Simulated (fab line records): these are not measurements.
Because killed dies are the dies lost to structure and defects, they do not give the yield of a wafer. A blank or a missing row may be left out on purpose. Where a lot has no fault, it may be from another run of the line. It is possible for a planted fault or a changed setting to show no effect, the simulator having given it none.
Which tool was responsible? || flow sky130 || at 1 step of a route of 708, 6 lots with 17 wafers sampled

== WHAT THE GAUGES SHOWED, per wafer ==
SKY_LI_CONTACT_THK_MEAS_23: measures by xrf.
{"lot": "L482", "measured": "day 31 22:32", "on": "film-metro-03", "LI_CONTACT_W_THK (nm)": "396 377"}
{"lot": "L488", "measured": "day 32 01:55", "on": "film-metro-04", "LI_CONTACT_W_THK (nm)": "391 392 404"}
{"lot": "L489", "measured": "day 37 11:20", "on": "film-metro-04", "LI_CONTACT_W_THK (nm)": "388 395 396"}
{"lot": "L492", "measured": "day 38 03:53", "on": "film-metro-03", "LI_CONTACT_W_THK (nm)": "386 393 390"}
{"lot": "L491", "measured": "day 38 07:56", "on": "film-metro-04", "LI_CONTACT_W_THK (nm)": "390 392 390"}
{"lot": "L497", "measured": "day 38 11:25", "on": "film-metro-04", "LI_CONTACT_W_THK (nm)": "387 388 394"}

== WHICH TOOL RAN EACH LOT (tool, then ch and the chambers of the sampled wafers, then the start) ==
The record holds no process step before these readings.

== THE ANSWER, worked out from the rows above alone ==
Rule: the lots themselves supply what counts as usual. The widest of any qualifying gaps counts: lots, ordered by their means at a reading, are off when they make up no more than a third of the lots, leave a main group of 4 or more, and stand apart from it by 3 or more times the standard deviation of that group's means. A main group whose means are all the same, to the digits that the tables above print for the reading, isn't used. A lot without any number at a reading at which 4 lots or more have one is off too. All remaining lots with rows at the step are treated as sound.
Across all readings shown, no lot is off: no conclusion can be drawn from this.

== WHAT THE SIMULATOR HAD INSERTED ==
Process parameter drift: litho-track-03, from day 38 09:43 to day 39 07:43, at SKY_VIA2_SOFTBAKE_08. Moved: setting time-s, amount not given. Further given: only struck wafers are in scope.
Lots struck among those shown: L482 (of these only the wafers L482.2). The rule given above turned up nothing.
